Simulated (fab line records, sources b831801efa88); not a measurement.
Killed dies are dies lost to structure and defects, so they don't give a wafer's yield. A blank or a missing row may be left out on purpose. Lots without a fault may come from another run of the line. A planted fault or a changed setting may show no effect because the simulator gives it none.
Which tool did it? | flow gf180mcu | 24 lots, 72 wafers sampled, at 4 steps of a route of 602

WHAT THE GAUGES READ, wafer by wafer
GF_M4_RS_MEAS_05: measures by four-point-probe. Usual: M4_ALCU_RS 0.0697 ohm/sq, standard deviation 0.0009.
lot  | measured     | on            | M4_ALCU_RS (ohm/sq)  | flag
L074 | day 22 01:15 | film_metro-03 | 0.0679 0.0691 0.0684 |
L075 | day 22 14:20 | film_metro-02 | 0.0699 0.0694 0.0708 |
L076 | day 22 23:22 | film_metro-02 | 0.0690 0.0694 0.0687 |
L077 | day 23 08:38 | film_metro-01 | 0.0684 0.0681 0.0681 |
L078 | day 23 15:19 | film_metro-03 | 0.0694 0.0697 0.0691 |
L079 | day 23 22:03 | film_metro-01 | 0.0703 0.0709 0.0695 |
L080 | day 24 16:13 | film_metro-01 | 0.0714 0.0705 0.0709 |
L081 | day 25 06:53 | film_metro-02 | 0.0700 0.0699 0.0692 |
L082 | day 25 11:00 | film_metro-01 | 0.0700 0.0689 0.0698 |
L083 | day 26 06:03 | film_metro-02 | 0.0707 0.0693 0.0689 |
L084 | day 26 18:55 | film_metro-01 | 0.0713 0.0701 0.0704 |
L086 | day 26 23:21 | film_metro-03 | 0.0702 0.0691 0.0707 |
L085 | day 26 23:44 | film_metro-01 | 0.0692 0.0690 0.0699 |
L088 | day 27 04:16 | film_metro-01 | 0.0689 0.0701 0.0700 |
L087 | day 27 06:12 | film_metro-02 | 0.0693 0.0694 0.0693 |
L089 | day 27 19:56 | film_metro-02 | 0.0697 0.0697 0.0698 |
L090 | day 27 20:57 | film_metro-01 | 0.0692 0.0691 0.0685 |
L091 | day 28 08:47 | film_metro-02 | 0.0715 0.0707 0.0713 |
L092 | day 28 09:57 | film_metro-02 | 0.0705 0.0703 0.0690 |
L093 | day 28 16:24 | film_metro-02 | 0.0696 0.0683 0.0696 |
L094 | day 28 20:29 | film_metro-02 | 0.0697 0.0707 0.0713 |
L095 | day 29 02:28 | film_metro-02 | 0.0715 0.0713 0.0710 |
L096 | day 29 10:37 | film_metro-01 | 0.0689 0.0683 0.0687 |
L097 | day 29 18:22 | film_metro-01 | 0.0694 0.0699 0.0702 |

GF_M4_CD_MEAS_14: target cd 280 nm. Usual: cd_nm 280.1 nm, standard deviation 1.2.
lot  | measured     | on        | cd_nm (nm)        | flag
L074 | day 23 01:22 | cd_sem-01 | 279.2 278.7 277.9 |
L075 | day 23 12:56 | cd_sem-02 | 280.1 280.3 280.7 |
L076 | day 23 21:56 | cd_sem-01 | 280.9 281.1 280.9 |
L077 | day 24 07:41 | cd_sem-01 | 280.6 281.1 280.6 |
L078 | day 24 13:53 | cd_sem-01 | 280.8 279.4 279.7 |
L079 | day 24 20:25 | cd_sem-02 | 279.5 278.4 279.3 |
L080 | day 25 13:40 | cd_sem-02 | 282.2 282.3 282.7 |
L081 | day 26 03:59 | cd_sem-02 | 280.1 279.9 279.4 |
L082 | day 26 07:46 | cd_sem-01 | 279.9 279.1 279.7 |
L083 | day 27 03:01 | cd_sem-01 | 282.2 280.8 283.0 |
L084 | day 27 14:19 | cd_sem-01 | 279.5 280.6 280.2 |
L086 | day 27 19:08 | cd_sem-02 | 280.5 280.6 280.9 |
L085 | day 27 19:29 | cd_sem-01 | 280.1 279.8 279.9 |
L088 | day 28 00:22 | cd_sem-02 | 280.1 280.3 279.5 |
L087 | day 28 02:20 | cd_sem-02 | 279.9 280.6 280.3 |
L089 | day 28 15:02 | cd_sem-01 | 279.5 279.2 279.9 |
L090 | day 28 16:43 | cd_sem-01 | 279.1 276.2 277.8 |
L091 | day 29 03:37 | cd_sem-01 | 279.1 278.5 279.9 |
L092 | day 29 04:16 | cd_sem-01 | 279.6 280.0 280.0 |
L093 | day 29 10:55 | cd_sem-01 | 278.2 279.6 277.8 |
L094 | day 29 15:05 | cd_sem-01 | 279.9 280.4 281.0 |
L095 | day 29 20:59 | cd_sem-01 | 280.7 279.8 280.7 |
L096 | day 30 04:49 | cd_sem-01 | 280.1 280.8 280.2 |
L097 | day 30 12:01 | cd_sem-01 | 280.3 280.9 280.9 |

WHICH TOOL RAN EACH LOT (tool, then ch and the chambers of the sampled wafers, then the start)
lot  | GF_V3_STRIP_18                       | GF_M4_PEB_12
L074 | plasma_asher-02 ch 0,1, day 21 23:49 | litho_track-04 ch 0, day 23 01:22 or earlier
L075 | plasma_asher-01 ch 0,1, day 22 12:52 | litho_track-01 ch 0, day 23 12:56 or earlier
L076 | plasma_asher-01 ch 0,1, day 22 21:52 | litho_track-04 ch 0, day 23 21:56 or earlier
L077 | plasma_asher-04 ch 0,1, day 23 06:55 | litho_track-04 ch 0, day 24 07:41 or earlier
L078 | plasma_asher-02 ch 0,1, day 23 13:44 | litho_track-03 ch 0, day 24 13:53 or earlier
L079 | plasma_asher-02 ch 0,1, day 23 20:35 | litho_track-04 ch 0, day 24 20:25 or earlier
L080 | plasma_asher-04 ch 0,1, day 24 14:44 | litho_track-03 ch 0, day 25 13:40 or earlier
L081 | plasma_asher-02 ch 0,1, day 25 05:26 | litho_track-04 ch 0, day 26 03:59 or earlier
L082 | plasma_asher-04 ch 0,1, day 25 09:34 | litho_track-04 ch 0, day 26 07:46 or earlier
L083 | plasma_asher-02 ch 0,1, day 26 04:37 | litho_track-04 ch 0, day 27 03:01 or earlier
L084 | plasma_asher-02 ch 0,1, day 26 17:28 | litho_track-03 ch 0, day 27 14:19 or earlier
L086 | plasma_asher-04 ch 0,1, day 26 21:55 | litho_track-01 ch 0, day 27 19:08 or earlier
L085 | plasma_asher-01 ch 0,1, day 26 22:16 | litho_track-01 ch 0, day 27 19:29 or earlier
L088 | plasma_asher-01 ch 0,1, day 27 02:39 | litho_track-01 ch 0, day 28 00:22 or earlier
L087 | plasma_asher-01 ch 0,1, day 27 04:41 | litho_track-01 ch 0, day 28 02:20 or earlier
L089 | plasma_asher-04 ch 0,1, day 27 18:28 | litho_track-03 ch 0, day 28 15:02 or earlier
L090 | plasma_asher-04 ch 0,1, day 27 19:31 | litho_track-04 ch 0, day 28 16:43 or earlier
L091 | plasma_asher-01 ch 0,1, day 28 07:19 | litho_track-04 ch 0, day 29 03:37 or earlier
L092 | plasma_asher-01 ch 0,1, day 28 08:31 | litho_track-04 ch 0, day 29 04:16 or earlier
L093 | plasma_asher-01 ch 0,1, day 28 14:58 | litho_track-03 ch 0, day 29 10:55 or earlier
L094 | plasma_asher-02 ch 0,1, day 28 19:01 | litho_track-04 ch 0, day 29 15:05 or earlier
L095 | plasma_asher-01 ch 0,1, day 29 00:58 | litho_track-03 ch 0, day 29 20:59 or earlier
L096 | plasma_asher-01 ch 0,1, day 29 09:11 | litho_track-03 ch 0, day 30 04:49 or earlier
L097 | plasma_asher-01 ch 0,1, day 29 16:55 | litho_track-01 ch 0, day 30 12:01 or earlier
- GF_V3_STRIP_18: strips in O2/N2.
- GF_M4_PEB_12: peb time 93.74 s.

WHAT THE TOOLS THEMSELVES READ (means of the sampled wafers that have a number; where no wafer has one, the mark that the record gives instead)
GF_V3_STRIP_18. Usual: drypump_motor_current_A 6.2 A, standard deviation 0.4; heater_power_w 332 W, standard deviation 30; oes_product_au 0.592 a.u., standard deviation 0.0051.
lot  | tool            | drypump_motor_current_A (A) | heater_power_w (W) | oes_product_au (a.u.) | flag
L074 | plasma_asher-02 | 6.0                         | 341                | 0.595                 |
L075 | plasma_asher-01 | 6.5                         | 337                | 0.596                 |
L076 | plasma_asher-01 | 6.5                         | 340                | 0.586                 |
L077 | plasma_asher-04 | 5.9                         | 295                | 0.596                 |
L078 | plasma_asher-02 | 6.0                         | 339                | 0.596                 |
L079 | plasma_asher-02 | 6.0                         | 338                | 0.595                 |
L080 | plasma_asher-04 | 6.0                         | 286                | 0.597                 |
L081 | plasma_asher-02 | 6.0                         | 345                | 0.593                 |
L082 | plasma_asher-04 | 6.0                         | 291                | 0.591                 |
L083 | plasma_asher-02 | 6.0                         | 342                | 0.592                 |
L084 | plasma_asher-02 | 6.0                         | 345                | 0.593                 |
L086 | plasma_asher-04 | 6.0                         | 289                | 0.592                 |
L085 | plasma_asher-01 | 6.3                         | 354                | 0.594                 |
L088 | plasma_asher-01 | 6.4                         | 353                | 0.590                 |
L087 | plasma_asher-01 | 6.5                         | 340                | 0.590                 |
L089 | plasma_asher-04 | 6.0                         | 291                | 0.592                 |
L090 | plasma_asher-04 | 6.0                         | 295                | 0.593                 |
L091 | plasma_asher-01 | 6.5                         | 340                | 0.592                 |
L092 | plasma_asher-01 | 6.6                         | 341                | 0.590                 |
L093 | plasma_asher-01 | 6.4                         | 356                | 0.593                 |
L094 | plasma_asher-02 | 5.6                         | 344                | 0.589                 |
L095 | plasma_asher-01 | 6.6                         | 336                | 0.598                 |
L096 | plasma_asher-01 | 6.5                         | 336                | 0.592                 |
L097 | plasma_asher-01 | 6.4                         | 360                | 0.597                 |

GF_M4_PEB_12. Usual: plate_sensor_t_centre_C 136.13 C, standard deviation 0.0098; plate_sensor_t_edge_C 136.29 C, standard deviation 0.0096.
lot  | tool           | plate_sensor_t_centre_C (C) | plate_sensor_t_edge_C (C) | flag
L074 | litho_track-04 | 136.14                      | 136.30                    |
L075 | litho_track-01 | 136.13                      | 136.29                    |
L076 | litho_track-04 | 136.12                      | 136.29                    |
L077 | litho_track-04 | 136.14                      | 136.29                    |
L078 | litho_track-03 | 136.13                      | 136.29                    |
L079 | litho_track-04 | 136.13                      | 136.30                    |
L080 | litho_track-03 | 136.13                      | 136.29                    |
L081 | litho_track-04 | 136.13                      | 136.29                    |
L082 | litho_track-04 | 136.13                      | 136.30                    |
L083 | litho_track-04 | 136.12                      | 136.29                    |
L084 | litho_track-03 | 136.13                      | 136.29                    |
L086 | litho_track-01 | 136.12                      | 136.29                    |
L085 | litho_track-01 | 136.12                      | 136.29                    |
L088 | litho_track-01 | 136.13                      | 136.29                    |
L087 | litho_track-01 | 136.13                      | 136.29                    |
L089 | litho_track-03 | 136.13                      | 136.30                    |
L090 | litho_track-04 | 136.14                      | 136.29                    |
L091 | litho_track-04 | 136.13                      | 136.30                    |
L092 | litho_track-04 | 136.12                      | 136.30                    |
L093 | litho_track-03 | 136.14                      | 136.28                    |
L094 | litho_track-04 | 136.13                      | 136.30                    |
L095 | litho_track-03 | 136.12                      | 136.29                    |
L096 | litho_track-03 | 136.14                      | 136.29                    |
L097 | litho_track-01 | 136.13                      | 136.29                    |

THE ANSWER, worked out from the rows above alone
Rule: a lot is off if the mean of its wafers that have a number lies more than 3 standard deviations from the usual mean. A lot without any number at a reading at which 4 lots or more have one is off too. The other lots that the step has rows for count as sound. The gauges are gone through in route order, then the tools' own readings, and for those a lot's mean is taken as printed above. The first step at which some lot is off is used, and at that step the reading that is off furthest; a lot without a number counts as furthest.
No lot is off at any reading shown: from this, nothing can be told.

WHAT THE SIMULATOR HAD PUT IN
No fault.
